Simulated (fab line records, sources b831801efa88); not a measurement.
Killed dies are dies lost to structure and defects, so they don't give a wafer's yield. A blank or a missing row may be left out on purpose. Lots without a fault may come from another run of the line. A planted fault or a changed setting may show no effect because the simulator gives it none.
fab line records | flow gf180mcu
record lots=5 wafers=15 last_day=34
route steps=602 shown DNWELL@33 NWELL@42 LVPWELL@54 MVSD@66
lots that met no fault: from a run of the same line without faults
start_h: hours from the record's first day to the start of the lot's first wafer shown | wait_h: hours since the lot's step before | " the same as in the row above | L1.1+2: a row that stands for several wafers | - no value, or no start given | * or withheld: withheld | < > ~ a bound
route shown NAME@n: a module of which the file shows steps, and the number in the route of the first | usual: mean/standard deviation of fault-free wafers | same: alike in all rows | chamber/n: place in a boat | sites: the reading at each site | _std_site: their standard deviation | _edge_site: outer sites' mean less inner sites' | radius_mm: how far each site lies from the wafer's centre | mask NAME#n: copy n | behind: the tool/chamber that last shaped the wafer | hold: why the lot was held/for how many hours/how that ended | device: the transistor (n, p or np) that didn't switch | end of line: the same wafers' tests at the end of the route | a step without rows: its recipe alone | killed: dies lost to structure and defects at the first sort, not the wafer's yield | map: a wafer's dies, x killed, . not, _ none there
set.NAME: the setting as run; set.NAME@STEP: as run at that earlier step | model.NAME: the simulator's own value behind a step, which no gauge read
lots at some steps of the route; a table a step, a row a wafer
services: from which hour (start_h, from the record's first day; less than 0 if before it) a tool's chamber was out of use, for how many hours, and why
## steps
# step GF_DNWELL_HMDS_01
# recipe prime_time_s=60 prime_temp_c=120
# columns lot.wafer tool chamber start_h wait_h
L077.1+4+6 litho_track-03 0 52.77 0.1
L083.2+4+6 litho_track-01 0 81.93 0.1
L084.2+4+5 litho_track-03 0 88.34 0.1
L088.3+4+5 litho_track-02 0 109.60 0.1
L095.1+3+5 litho_track-02 0 145.05 0.1
# step GF_DNWELL_COAT_02
# recipe spin_rpm=1974 resist_thk_nm=3000
# columns lot.wafer tool chamber start_h wait_h
L077.1+4+6 litho_track-03 0 52.92 0.1
L083.2+4+6 litho_track-01 0 82.08 0.1
L084.2+4+5 litho_track-03 0 88.49 0.1
L088.3+4+5 litho_track-02 0 109.75 0.1
L095.1+3+5 litho_track-02 0 145.20 0.1
# step GF_DNWELL_SOFTBAKE_03
# recipe temp_c=110 time_s=withheld
# usual plate_temp_C=109.98/0.14
# columns lot.wafer tool chamber start_h wait_h plate_temp_C
L077.1 litho_track-03 0 53.07 0.1 109.94
L077.4 " 0 " " 110.10
L077.6 " 0 " " 109.83
L083.2 litho_track-01 0 82.24 0.1 110.02
L083.4 " 0 " " 109.94
L083.6 " 0 " " 110.06
L084.2 litho_track-03 0 88.65 0.1 110.22
L084.4 " 0 " " 109.97
L084.5 " 0 " " 110.15
L088.3 litho_track-02 0 109.92 0.1 110.17
L088.4 " 0 " " 110.17
L088.5 " 0 " " 110.01
L095.1 litho_track-02 0 145.35 0.1 109.93
L095.3 " 0 " " 109.79
L095.5 " 0 " " 110.02
# step GF_DNWELL_EXPOSE_04
# recipe mask_id=DNWELL target_cd_nm=1700 na=0.6 source_shape=conventional sigma_outer=0.6 dose_mj=260
# usual stage_vel_mm_s=499.96/0.26
# same na=0.6
# columns lot.wafer tool chamber start_h wait_h mask stage_vel_mm_s
L077.1 iline_stepper-02 0 - - DNWELL#0 499.96
L077.4 " 0 " " DNWELL#0 500.03
L077.6 " 0 " " DNWELL#0 499.73
L083.2 iline_stepper-02 0 - - DNWELL#0 500.14
L083.4 " 0 " " DNWELL#0 500.12
L083.6 " 0 " " DNWELL#0 499.95
L084.2 iline_stepper-01 0 - - DNWELL#0 499.68
L084.4 " 0 " " DNWELL#0 499.62
L084.5 " 0 " " DNWELL#0 499.86
L088.3 iline_stepper-02 0 - - DNWELL#0 499.89
L088.4 " 0 " " DNWELL#0 499.78
L088.5 " 0 " " DNWELL#0 499.85
L095.1 iline_stepper-01 0 - - DNWELL#0 499.68
L095.3 " 0 " " DNWELL#0 499.80
L095.5 " 0 " " DNWELL#0 499.75
# step GF_DNWELL_PEB_05
# recipe temp_c=115 time_s=withheld
# usual plate_temp_C=115.04/0.13
# columns lot.wafer tool chamber start_h wait_h plate_temp_C
L077.1 litho_track-03 0 - - 115.11
L077.4 " 0 " " 115.19
L077.6 " 0 " " 114.98
L083.2 litho_track-02 0 - - 114.94
L083.4 " 0 " " 115.11
L083.6 " 0 " " 115.13
L084.2 litho_track-02 0 - - 115.09
L084.4 " 0 " " 114.81
L084.5 " 0 " " 114.86
L088.3 litho_track-02 0 - - 115.14
L088.4 " 0 " " 114.91
L088.5 " 0 " " 114.95
L095.1 litho_track-02 0 - - 115.01
L095.3 " 0 " " 115.01
L095.5 " 0 " " 115.08
# step GF_DNWELL_DEVELOP_06
# recipe wall_angle_deg=90 develop_time_s=60 dev_temp_c=23
# columns lot.wafer tool chamber start_h wait_h
L077.1+4+6 litho_track-03 0 - -
L083.2+4+6 litho_track-02 0 - -
L084.2+4+5 litho_track-02 0 - -
L088.3+4+5 litho_track-02 0 - -
L095.1+3+5 litho_track-02 0 - -
# step GF_DNWELL_IMPLANT_07
# recipe species=P energy_kev=1500 dose_cm2=1e+13 tilt_deg=0
# usual beam_energy_keV=1499.9/0.43 beam_on_s=10.03/0.2
# columns lot.wafer tool chamber start_h wait_h beam_energy_keV beam_on_s
L077.1 implanter-04 0 59.67 - 1500.0 10.45
L077.4 " 0 " " 1500.1 10.19
L077.6 " 0 " " 1500.5 10.17
L083.2 implanter-04 0 89.27 - 1499.5 10.29
L083.4 " 0 " " 1499.6 10.04
L083.6 " 0 " " 1499.5 9.54
L084.2 implanter-04 0 95.67 - 1500.0 9.86
L084.4 " 0 " " 1499.5 10.15
L084.5 " 0 " " 1499.8 9.78
L088.3 implanter-03 0 117.00 - 1499.4 10.12
L088.4 " 0 " " 1499.3 10.13
L088.5 " 0 " " 1499.9 10.34
L095.1 implanter-01 0 153.50 - 1499.8 10.12
L095.3 " 0 " " 1500.2 9.90
L095.5 " 0 " " 1499.8 10.12
# step GF_DNWELL_STRIP_08
# recipe chemistry=O2/N2 power_w=1400 pressure_mtorr=1500 platen_temp_c=250 o2_flow_sccm=3000 n2_flow_sccm=300 overash_fraction=0.5
# usual drypump_motor_current_A=5.69/0.25 heater_power_w=317/14 oes_product_au=0.722/0.0046 strip_time_to_endpoint_s=37.18/0.12
# columns lot.wafer tool chamber start_h wait_h drypump_motor_current_A heater_power_w oes_product_au rf_hours_counter_h strip_time_to_endpoint_s
L077.1 plasma_asher-03 0 59.82 0.1 5.76 324 0.728 38 37.26
L077.4 " 0 " " 5.76 339 0.718 - 37.15
L077.6 " 1 " " 5.32 313 0.733 - 37.18
L083.2 plasma_asher-03 1 89.40 0.1 5.34 320 0.723 41 37.32
L083.4 " 1 " " 5.34 319 0.720 - 37.18
L083.6 " 0 " " 5.76 322 0.722 - 37.14
L084.2 plasma_asher-01 1 95.80 0.1 5.92 327 0.718 46 36.93
L084.4 " 0 " " 5.59 286 0.723 - 36.97
L084.5 " 0 " " 5.59 288 0.722 - 37.04
L088.3 plasma_asher-02 1 117.13 0.1 6.02 318 0.721 - 37.25
L088.4 " 0 " " 5.63 320 0.725 - 37.24
L088.5 " 0 " " 5.60 316 0.720 - 37.23
L095.1 plasma_asher-02 0 153.65 0.1 5.61 331 0.723 51 37.20
L095.3 " 0 " " 5.59 327 0.729 - 37.33
L095.5 " 1 " " 6.07 302 0.719 - 37.30
# step GF_DNWELL_TW_MEAS_09
# usual DNWELL_TW=1346/12
# columns lot.wafer tool chamber start_h wait_h DNWELL_TW
L077.1 film_metro-02 - 59.92 0.1 1355
L077.4 " - " " 1358
L077.6 " - " " 1354
L083.2 film_metro-04 - 89.51 0.1 1340
L083.4 " - " " 1337
L083.6 " - " " 1342
L084.2 film_metro-04 - 95.91 0.1 1345
L084.4 " - " " 1352
L084.5 " - " " 1344
L088.3 film_metro-04 - 117.22 0.1 1346
L088.4 " - " " 1339
L088.5 " - " " 1340
L095.1 film_metro-01 - 153.75 0.1 1347
L095.3 " - " " 1332
L095.5 " - " " 1339
# step GF_NWELL_DEHYDRATE_00
# recipe temp_c=200 time_s=60
# usual plate_temp_C=199.95/0.18
# columns lot.wafer tool chamber start_h wait_h plate_temp_C
L077.1 litho_track-04 0 65.29 5.4 199.90
L077.4 " 0 " " 199.63
L077.6 " 0 " " 200.09
L083.2 litho_track-04 0 95.32 5.8 200.28
L083.4 " 0 " " 200.21
L083.6 " 0 " " 199.82
L084.2 litho_track-03 0 102.69 6.8 200.16
L084.4 " 0 " " 200.20
L084.5 " 0 " " 200.06
L088.3 litho_track-01 0 124.06 6.8 200.13
L088.4 " 0 " " 200.11
L088.5 " 0 " " 199.90
L095.1 litho_track-03 0 161.37 7.6 199.99
L095.3 " 0 " " 199.97
L095.5 " 0 " " 199.93
# step GF_NWELL_HMDS_01
# recipe prime_time_s=60 prime_temp_c=120
# columns lot.wafer tool chamber start_h wait_h
L077.1+4+6 litho_track-04 0 65.44 0.1
L083.2+4+6 litho_track-04 0 95.47 0.1
L084.2+4+5 litho_track-03 0 102.84 0.1
L088.3+4+5 litho_track-01 0 124.21 0.1
L095.1+3+5 litho_track-03 0 161.52 0.1
# step GF_NWELL_COAT_02
# recipe spin_rpm=2000 resist_thk_nm=3000
# columns lot.wafer tool chamber start_h wait_h
L077.1+4+6 litho_track-04 0 65.59 0.1
L083.2+4+6 litho_track-04 0 95.62 0.1
L084.2+4+5 litho_track-03 0 102.99 0.1
L088.3+4+5 litho_track-01 0 124.36 0.1
L095.1+3+5 litho_track-03 0 161.67 0.1
# step GF_NWELL_SOFTBAKE_03
# recipe temp_c=110 time_s=withheld
# usual plate_temp_C=110.03/0.12
# columns lot.wafer tool chamber start_h wait_h plate_temp_C
L077.1 litho_track-04 0 65.74 0.1 110.07
L077.4 " 0 " " 110.02
L077.6 " 0 " " 109.85
L083.2 litho_track-04 0 95.78 0.1 109.86
L083.4 " 0 " " 109.95
L083.6 " 0 " " 109.95
L084.2 litho_track-03 0 103.15 0.1 109.96
L084.4 " 0 " " 110.28
L084.5 " 0 " " 110.30
L088.3 litho_track-01 0 124.52 0.1 110.16
L088.4 " 0 " " 110.10
L088.5 " 0 " " 110.18
L095.1 litho_track-03 0 161.82 0.1 110.21
L095.3 " 0 " " 110.12
L095.5 " 0 " " 109.95
# step GF_NWELL_EXPOSE_04
# recipe mask_id=Nwell target_cd_nm=860 na=0.6 source_shape=conventional sigma_outer=0.6 dose_mj=260
# usual stage_vel_mm_s=500.04/0.23
# same na=0.6
# columns lot.wafer tool chamber start_h wait_h mask stage_vel_mm_s
L077.1 iline_stepper-02 0 - - Nwell#0 500.14
L077.4 " 0 " " Nwell#0 500.12
L077.6 " 0 " " Nwell#0 500.68
L083.2 iline_stepper-02 0 - - Nwell#0 500.15
L083.4 " 0 " " Nwell#0 500.22
L083.6 " 0 " " Nwell#0 500.13
L084.2 iline_stepper-02 0 - - Nwell#0 500.08
L084.4 " 0 " " Nwell#0 500.17
L084.5 " 0 " " Nwell#0 500.04
L088.3 iline_stepper-01 0 - - Nwell#0 500.49
L088.4 " 0 " " Nwell#0 500.17
L088.5 " 0 " " Nwell#0 499.91
L095.1 iline_stepper-01 0 - - Nwell#0 499.77
L095.3 " 0 " " Nwell#0 499.98
L095.5 " 0 " " Nwell#0 500.13
# step GF_NWELL_PEB_05
# recipe temp_c=115 time_s=withheld
# usual plate_temp_C=114.98/0.13
# columns lot.wafer tool chamber start_h wait_h plate_temp_C
L077.1 litho_track-04 0 - - 115.12
L077.4 " 0 " " 114.90
L077.6 " 0 " " 114.95
L083.2 litho_track-04 0 - - 114.98
L083.4 " 0 " " 114.96
L083.6 " 0 " " 114.83
L084.2 litho_track-04 0 - - 114.82
L084.4 " 0 " " 114.79
L084.5 " 0 " " 114.93
L088.3 litho_track-01 0 - - 114.81
L088.4 " 0 " " 115.13
L088.5 " 0 " " 114.95
L095.1 litho_track-04 0 - - 114.78
L095.3 " 0 " " 115.06
L095.5 " 0 " " 115.01
# step GF_NWELL_DEVELOP_06
# recipe wall_angle_deg=90 develop_time_s=60 dev_temp_c=23
# columns lot.wafer tool chamber start_h wait_h
L077.1+4+6 litho_track-04 0 - -
L083.2+4+6 litho_track-04 0 - -
L084.2+4+5 litho_track-04 0 - -
L088.3+4+5 litho_track-01 0 - -
L095.1+3+5 litho_track-04 0 - -
# step GF_NWELL_OVL_MEAS_07
# usual NWELL_OVL=-0.4/1.4
# columns lot.wafer tool chamber start_h wait_h NWELL_OVL[nm]
L077.1 overlay-01 - 72.54 - 3.3
L077.4 " - " " 3.1
L077.6 " - " " 2.2
L083.2 overlay-01 - 103.10 - 1.3
L083.4 " - " " 0.4
L083.6 " - " " 0.3
L084.2 overlay-01 - 110.30 - 0.1
L084.4 " - " " 0.7
L084.5 " - " " 0.3
L088.3 overlay-02 - 132.27 - -1.0
L088.4 " - " " -0.9
L088.5 " - " " -0.2
L095.1 overlay-01 - 170.19 - -1.1
L095.3 " - " " -0.1
L095.5 " - " " -2.2
# step GF_NWELL_IMPLANT_08
# recipe species=P energy_kev=450 dose_cm2=1.5e+13 tilt_deg=0
# usual beam_energy_keV=450.00/0.14 beam_on_s=9.99/0.19
# columns lot.wafer tool chamber start_h wait_h beam_energy_keV beam_on_s
L077.1 implanter-02 0 72.58 0.0 450.07 9.95
L077.4 " 0 " " 450.04 10.23
L077.6 " 0 " " 450.28 10.15
L083.2 implanter-03 0 103.15 0.0 450.03 9.62
L083.4 " 0 " " 449.87 10.19
L083.6 " 0 " " 449.90 10.14
L084.2 implanter-02 0 110.35 0.0 449.82 10.07
L084.4 " 0 " " 450.13 9.49
L084.5 " 0 " " 449.90 10.15
L088.3 implanter-03 0 132.34 0.1 450.13 10.21
L088.4 " 0 " " 449.98 10.07
L088.5 " 0 " " 450.06 9.77
L095.1 implanter-04 0 170.23 0.0 449.97 10.00
L095.3 " 0 " " 450.02 10.16
L095.5 " 0 " " 450.14 10.14
# step GF_NWELL_IMPLANT_09
# recipe species=P energy_kev=160 dose_cm2=4e+12 tilt_deg=0
# usual beam_energy_keV=160.01/0.056 beam_on_s=10.01/0.2
# columns lot.wafer tool chamber start_h wait_h beam_energy_keV beam_on_s
L077.1 implanter-02 0 72.73 0.1 159.96 10.14
L077.4 " 0 " " 159.94 9.54
L077.6 " 0 " " 159.95 9.96
L083.2 implanter-03 0 103.30 0.1 159.99 10.01
L083.4 " 0 " " 160.00 9.71
L083.6 " 0 " " 159.97 9.78
L084.2 implanter-02 0 110.50 0.1 159.98 10.29
L084.4 " 0 " " 159.90 9.78
L084.5 " 0 " " 159.95 10.05
L088.3 implanter-03 0 132.49 0.1 160.01 10.23
L088.4 " 0 " " 159.96 10.28
L088.5 " 0 " " 159.99 10.16
L095.1 implanter-04 0 170.38 0.1 160.06 10.07
L095.3 " 0 " " 159.98 10.08
L095.5 " 0 " " 160.04 10.06
# step GF_NWELL_STRIP_10
# recipe chemistry=O2/N2 power_w=1400 pressure_mtorr=1500 platen_temp_c=250 o2_flow_sccm=3000 n2_flow_sccm=300 overash_fraction=0.5
# usual drypump_motor_current_A=5.66/0.26 heater_power_w=322/27 oes_product_au=0.722/0.0046 strip_time_to_endpoint_s=36.93/0.096
# columns lot.wafer tool chamber start_h wait_h drypump_motor_current_A heater_power_w oes_product_au rf_hours_counter_h strip_time_to_endpoint_s
L077.1 plasma_asher-02 1 72.88 0.1 6.07 311 0.725 42 36.82
L077.4 " 1 " " 6.08 312 0.728 - 36.79
L077.6 " 0 " " 5.62 321 0.718 - 36.85
L083.2 plasma_asher-02 0 103.43 0.1 5.61 321 0.723 46 36.79
L083.4 " 1 " " 6.02 307 0.723 - 36.85
L083.6 " 1 " " 6.04 313 0.724 - 36.84
L084.2 plasma_asher-04 1 110.63 0.1 5.30 371 0.727 30 36.75
L084.4 " 1 " " 5.28 374 0.724 - 36.71
L084.5 " 0 " " 5.58 317 0.716 - 36.82
L088.3 plasma_asher-01 1 132.63 0.1 5.92 326 0.723 - 36.95
L088.4 " 0 " " 5.59 283 0.726 - 37.09
L088.5 " 0 " " 5.59 283 0.725 - 37.04
L095.1 plasma_asher-01 0 170.53 0.1 5.58 274 0.719 5 36.85
L095.3 " 0 " " 5.59 287 0.726 - 36.92
L095.5 " 1 " " 5.93 334 0.720 - 36.87
# step GF_NWELL_TW_MEAS_11
# usual NWELL_TW=1567/12
# columns lot.wafer tool chamber start_h wait_h NWELL_TW
L077.1 film_metro-01 - 72.98 0.1 1562
L077.4 " - " " 1564
L077.6 " - " " 1577
L083.2 film_metro-02 - 103.54 0.1 1585
L083.4 " - " " 1586
L083.6 " - " " 1598
L084.2 film_metro-01 - 110.74 0.1 1549
L084.4 " - " " 1560
L084.5 " - " " 1554
L088.3 film_metro-02 - 132.71 0.1 1574
L088.4 " - " " 1581
L088.5 " - " " 1572
L095.1 film_metro-01 - 170.63 0.1 1562
L095.3 " - " " 1556
L095.5 " - " " 1566
# step GF_LVPWELL_DEHYDRATE_00
# recipe temp_c=200 time_s=60
# usual plate_temp_C=200.04/0.18
# columns lot.wafer tool chamber start_h wait_h plate_temp_C
L077.1 litho_track-02 0 78.85 5.9 199.88
L077.4 " 0 " " 199.94
L077.6 " 0 " " 200.01
L083.2 litho_track-02 0 110.07 6.5 200.35
L083.4 " 0 " " 200.17
L083.6 " 0 " " 200.09
L084.2 litho_track-03 0 117.64 6.9 200.03
L084.4 " 0 " " 199.92
L084.5 " 0 " " 199.84
L088.3 litho_track-03 0 140.02 7.3 200.29
L088.4 " 0 " " 199.97
L088.5 " 0 " " 200.15
L095.1 litho_track-04 0 177.94 7.3 200.18
L095.3 " 0 " " 200.07
L095.5 " 0 " " 200.14
# step GF_LVPWELL_HMDS_01
# recipe prime_time_s=60 prime_temp_c=120
# columns lot.wafer tool chamber start_h wait_h
L077.1+4+6 litho_track-02 0 79.00 0.1
L083.2+4+6 litho_track-02 0 110.22 0.1
L084.2+4+5 litho_track-03 0 117.79 0.1
L088.3+4+5 litho_track-03 0 140.17 0.1
L095.1+3+5 litho_track-04 0 178.09 0.1
# step GF_LVPWELL_COAT_02
# recipe spin_rpm=2000 resist_thk_nm=3000
# columns lot.wafer tool chamber start_h wait_h
L077.1+4+6 litho_track-02 0 79.15 0.1
L083.2+4+6 litho_track-02 0 110.37 0.1
L084.2+4+5 litho_track-03 0 117.94 0.1
L088.3+4+5 litho_track-03 0 140.32 0.1
L095.1+3+5 litho_track-04 0 178.24 0.1
# step GF_LVPWELL_SOFTBAKE_03
# recipe temp_c=110 time_s=withheld
# usual plate_temp_C=110.00/0.17
# columns lot.wafer tool chamber start_h wait_h plate_temp_C
L077.1 litho_track-02 0 79.30 0.1 110.05
L077.4 " 0 " " 110.03
L077.6 " 0 " " 110.17
L083.2 litho_track-02 0 110.53 0.1 109.93
L083.4 " 0 " " 109.81
L083.6 " 0 " " 109.95
L084.2 litho_track-03 0 118.10 0.1 110.16
L084.4 " 0 " " 110.16
L084.5 " 0 " " 110.13
L088.3 litho_track-03 0 140.48 0.1 109.92
L088.4 " 0 " " 110.00
L088.5 " 0 " " 110.09
L095.1 litho_track-04 0 178.39 0.1 110.11
L095.3 " 0 " " 110.09
L095.5 " 0 " " 109.99
# step GF_LVPWELL_EXPOSE_04
# recipe mask_id=LVPWELL target_cd_nm=600 na=0.6 source_shape=conventional sigma_outer=0.6 dose_mj=260
# usual stage_vel_mm_s=499.99/0.23
# same na=0.6
# columns lot.wafer tool chamber start_h wait_h mask stage_vel_mm_s
L077.1 iline_stepper-02 0 - - LVPWELL#0 500.47
L077.4 " 0 " " LVPWELL#0 499.94
L077.6 " 0 " " LVPWELL#0 500.34
L083.2 iline_stepper-02 0 - - LVPWELL#0 500.25
L083.4 " 0 " " LVPWELL#0 500.16
L083.6 " 0 " " LVPWELL#0 499.92
L084.2 iline_stepper-01 0 - - LVPWELL#0 500.15
L084.4 " 0 " " LVPWELL#0 499.68
L084.5 " 0 " " LVPWELL#0 499.68
L088.3 iline_stepper-02 0 - - LVPWELL#0 500.07
L088.4 " 0 " " LVPWELL#0 499.65
L088.5 " 0 " " LVPWELL#0 500.19
L095.1 iline_stepper-02 0 - - LVPWELL#0 499.87
L095.3 " 0 " " LVPWELL#0 500.27
L095.5 " 0 " " LVPWELL#0 499.75
# step GF_LVPWELL_PEB_05
# recipe temp_c=115 time_s=withheld
# usual plate_temp_C=114.99/0.12
# columns lot.wafer tool chamber start_h wait_h plate_temp_C
L077.1 litho_track-04 0 - - 114.90
L077.4 " 0 " " 114.96
L077.6 " 0 " " 114.84
L083.2 litho_track-02 0 - - 115.05
L083.4 " 0 " " 114.96
L083.6 " 0 " " 115.03
L084.2 litho_track-02 0 - - 114.93
L084.4 " 0 " " 115.04
L084.5 " 0 " " 114.89
L088.3 litho_track-03 0 - - 115.11
L088.4 " 0 " " 115.15
L088.5 " 0 " " 115.16
L095.1 litho_track-04 0 - - 114.81
L095.3 " 0 " " 114.73
L095.5 " 0 " " 114.81
# step GF_LVPWELL_DEVELOP_06
# recipe wall_angle_deg=90 develop_time_s=60 dev_temp_c=23
# columns lot.wafer tool chamber start_h wait_h
L077.1+4+6 litho_track-04 0 - -
L083.2+4+6 litho_track-02 0 - -
L084.2+4+5 litho_track-02 0 - -
L088.3+4+5 litho_track-03 0 - -
L095.1+3+5 litho_track-04 0 - -
# step GF_LVPWELL_OVL_MEAS_07
# usual LVPWELL_OVL=0.4/1.4
# columns lot.wafer tool chamber start_h wait_h LVPWELL_OVL[nm]
L077.1 overlay-02 - 86.29 - -0.5
L077.4 " - " " 1.8
L077.6 " - " " -1.0
L083.2 overlay-01 - 118.05 - -0.1
L083.4 " - " " 2.7
L083.6 " - " " -1.3
L084.2 overlay-01 - 125.65 - 1.0
L084.4 " - " " 1.9
L084.5 " - " " 4.0
L088.3 overlay-01 - 147.68 - 3.0
L088.4 " - " " 4.1
L088.5 " - " " 2.7
L095.1 overlay-02 - 186.34 - 4.1
L095.3 " - " " 0.2
L095.5 " - " " 1.0
# step GF_LVPWELL_IMPLANT_08
# recipe species=B energy_kev=170 dose_cm2=1.5e+13 tilt_deg=0
# usual beam_energy_keV=169.99/0.052 beam_on_s=9.97/0.2
# columns lot.wafer tool chamber start_h wait_h beam_energy_keV beam_on_s
L077.1 implanter-04 0 86.33 0.0 169.96 9.69
L077.4 " 0 " " 170.03 10.23
L077.6 " 0 " " 169.88 10.24
L083.2 implanter-04 0 118.11 0.0 169.98 9.89
L083.4 " 0 " " 170.06 10.24
L083.6 " 0 " " 170.10 9.89
L084.2 implanter-04 0 125.71 0.0 170.01 9.89
L084.4 " 0 " " 169.95 9.65
L084.5 " 0 " " 169.99 10.18
L088.3 implanter-04 0 147.75 0.1 169.93 9.72
L088.4 " 0 " " 170.04 10.00
L088.5 " 0 " " 170.00 9.87
L095.1 implanter-01 0 186.38 0.0 170.03 9.90
L095.3 " 0 " " 170.02 9.60
L095.5 " 0 " " 170.02 9.99
# step GF_LVPWELL_IMPLANT_09
# recipe species=B energy_kev=58.36 dose_cm2=5e+12 tilt_deg=0
# usual beam_energy_keV=58.360/0.017 beam_on_s=10.00/0.2
# columns lot.wafer tool chamber start_h wait_h beam_energy_keV beam_on_s
L077.1 implanter-04 0 86.48 0.1 58.385 9.90
L077.4 " 0 " " 58.397 9.60
L077.6 " 0 " " 58.364 9.88
L083.2 implanter-04 0 118.26 0.1 58.362 9.71
L083.4 " 0 " " 58.374 9.87
L083.6 " 0 " " 58.340 10.02
L084.2 implanter-04 0 125.86 0.1 58.335 10.36
L084.4 " 0 " " 58.360 9.85
L084.5 " 0 " " 58.356 9.63
L088.3 implanter-04 0 147.90 0.1 58.387 10.10
L088.4 " 0 " " 58.398 10.05
L088.5 " 0 " " 58.341 10.10
L095.1 implanter-01 0 186.53 0.1 58.390 10.27
L095.3 " 0 " " 58.358 10.21
L095.5 " 0 " " 58.348 9.96
# step GF_LVPWELL_STRIP_10
# recipe chemistry=O2/N2 power_w=1400 pressure_mtorr=1500 platen_temp_c=250 o2_flow_sccm=3000 n2_flow_sccm=300 overash_fraction=0.5
# usual drypump_motor_current_A=5.54/0.22 heater_power_w=327/26 oes_product_au=0.722/0.0044 strip_time_to_endpoint_s=36.94/0.094
# columns lot.wafer tool chamber start_h wait_h drypump_motor_current_A heater_power_w oes_product_au rf_hours_counter_h strip_time_to_endpoint_s
L077.1 plasma_asher-01 0 86.63 0.1 5.58 297 0.720 45 36.92
L077.4 " 0 " " 5.59 290 0.720 - 36.93
L077.6 " 0 " " 5.58 291 0.726 - 36.95
L083.2 plasma_asher-04 1 118.38 0.1 5.25 375 0.719 31 36.94
L083.4 " 1 " " 5.25 366 0.725 - 36.79
L083.6 " 1 " " 5.25 373 0.718 - 36.89
L084.2 plasma_asher-03 0 125.98 0.1 5.77 327 0.727 45 36.89
L084.4 " 0 " " 5.80 328 0.719 - 36.85
L084.5 " 0 " " 5.77 330 0.726 - 36.86
L088.3 plasma_asher-04 0 148.04 0.1 5.58 311 0.722 - 36.95
L088.4 " 1 " " 5.32 372 0.722 - 36.96
L088.5 " 0 " " 5.57 309 0.725 - 36.95
L095.1 plasma_asher-04 1 186.68 0.1 5.32 371 0.716 38 37.00
L095.3 " 1 " " 5.28 381 0.720 - 36.92
L095.5 " 0 " " 5.56 307 0.724 - 36.95
# step GF_LVPWELL_TW_MEAS_11
# usual LVPWELL_TW=557/3.9
# columns lot.wafer tool chamber start_h wait_h LVPWELL_TW
L077.1 film_metro-03 - 86.73 0.1 557
L077.4 " - " " 556
L077.6 " - " " 557
L083.2 film_metro-01 - 118.49 0.1 554
L083.4 " - " " 554
L083.6 " - " " 556
L084.2 film_metro-01 - 126.09 0.1 555
L084.4 " - " " 552
L084.5 " - " " 553
L088.3 film_metro-01 - 148.12 0.1 554
L088.4 " - " " 553
L088.5 " - " " 553
L095.1 film_metro-01 - 186.78 0.1 558
L095.3 " - " " 557
L095.5 " - " " 557
# step GF_MVSD_DEHYDRATE_00
# recipe temp_c=200 time_s=60
# usual plate_temp_C=199.98/0.16
# columns lot.wafer tool chamber start_h wait_h plate_temp_C
L077.1 litho_track-01 0 93.11 6.4 199.97
L077.4 " 0 " " 199.93
L077.6 " 0 " " 199.89
L083.2 litho_track-01 0 125.33 6.8 200.11
L083.4 " 0 " " 200.38
L083.6 " 0 " " 200.02
L084.2 litho_track-02 0 133.47 7.4 199.89
L084.4 " 0 " " 200.06
L084.5 " 0 " " 199.92
L088.3 litho_track-02 0 155.55 7.4 199.78
L088.4 " 0 " " 199.94
L088.5 " 0 " " 199.81
L095.1 litho_track-04 0 194.94 8.2 199.87
L095.3 " 0 " " 200.01
L095.5 " 0 " " 199.92
# step GF_MVSD_HMDS_01
# recipe prime_time_s=60 prime_temp_c=120
# columns lot.wafer tool chamber start_h wait_h
L077.1+4+6 litho_track-01 0 93.26 0.1
L083.2+4+6 litho_track-01 0 125.48 0.1
L084.2+4+5 litho_track-02 0 133.62 0.1
L088.3+4+5 litho_track-02 0 155.70 0.1
L095.1+3+5 litho_track-04 0 195.09 0.1
# step GF_MVSD_COAT_02
# recipe spin_rpm=2000 resist_thk_nm=3000
# columns lot.wafer tool chamber start_h wait_h
L077.1+4+6 litho_track-01 0 93.41 0.1
L083.2+4+6 litho_track-01 0 125.63 0.1
L084.2+4+5 litho_track-02 0 133.77 0.1
L088.3+4+5 litho_track-02 0 155.85 0.1
L095.1+3+5 litho_track-04 0 195.24 0.1
# step GF_MVSD_SOFTBAKE_03
# recipe temp_c=110 time_s=withheld
# usual plate_temp_C=110.00/0.14
# columns lot.wafer tool chamber start_h wait_h plate_temp_C
L077.1 litho_track-01 0 93.56 0.1 109.60
L077.4 " 0 " " 109.73
L077.6 " 0 " " 109.92
L083.2 litho_track-01 0 125.79 0.1 109.99
L083.4 " 0 " " 110.07
L083.6 " 0 " " 110.10
L084.2 litho_track-02 0 133.93 0.1 110.10
L084.4 " 0 " " 110.11
L084.5 " 0 " " 110.17
L088.3 litho_track-02 0 156.01 0.1 110.20
L088.4 " 0 " " 109.82
L088.5 " 0 " " 110.13
L095.1 litho_track-04 0 195.39 0.1 110.23
L095.3 " 0 " " 110.25
L095.5 " 0 " " 110.20
# step GF_MVSD_EXPOSE_04
# recipe mask_id=MVSD target_cd_nm=1000 na=0.6 source_shape=conventional sigma_outer=0.6 dose_mj=260
# usual stage_vel_mm_s=500.05/0.27
# same na=0.6
# columns lot.wafer tool chamber start_h wait_h mask stage_vel_mm_s
L077.1 iline_stepper-01 0 - - MVSD#0 500.56
L077.4 " 0 " " MVSD#0 500.22
L077.6 " 0 " " MVSD#0 499.80
L083.2 iline_stepper-01 0 - - MVSD#0 499.91
L083.4 " 0 " " MVSD#0 500.31
L083.6 " 0 " " MVSD#0 499.87
L084.2 iline_stepper-02 0 - - MVSD#0 499.63
L084.4 " 0 " " MVSD#0 499.72
L084.5 " 0 " " MVSD#0 499.56
L088.3 iline_stepper-01 0 - - MVSD#0 499.89
L088.4 " 0 " " MVSD#0 500.14
L088.5 " 0 " " MVSD#0 499.88
L095.1 iline_stepper-02 0 - - MVSD#0 500.04
L095.3 " 0 " " MVSD#0 500.67
L095.5 " 0 " " MVSD#0 500.24
## services
# columns tool chamber start_h hours kind
iline_stepper-01 0 29.77 - calibration
implanter-02 - 31.94 4.1 pm
plasma_asher-04 - 44.19 2.4 repair
implanter-01 - 46.18 2.8 pm
implanter-01 - 49.06 2.2 repair
iline_stepper-02 - 58.18 1.7 pm
implanter-03 - 83.78 19.1 pm
plasma_asher-01 - 91.69 3.5 repair
plasma_asher-01 - 108.75 9.0 pm
plasma_asher-01 0 108.75 9.0 vent_cycle
plasma_asher-01 1 108.75 9.0 vent_cycle
iline_stepper-01 - 109.07 1.7 pm
implanter-04 - 113.72 1.9 repair
plasma_asher-01 0 117.75 - clean
plasma_asher-01 1 117.75 - clean
plasma_asher-02 - 130.99 1.4 repair
litho_track-03 - 134.58 - consumable_replace:filter
implanter-01 - 136.95 5.9 repair
implanter-04 - 137.14 5.2 pm
plasma_asher-03 - 145.34 0.8 repair
implanter-01 - 154.53 1.4 repair
implanter-03 - 156.52 56.9 pm
iline_stepper-01 - 181.92 0.6 repair
plasma_asher-01 - 185.61 2.8 pm
## key
fault none
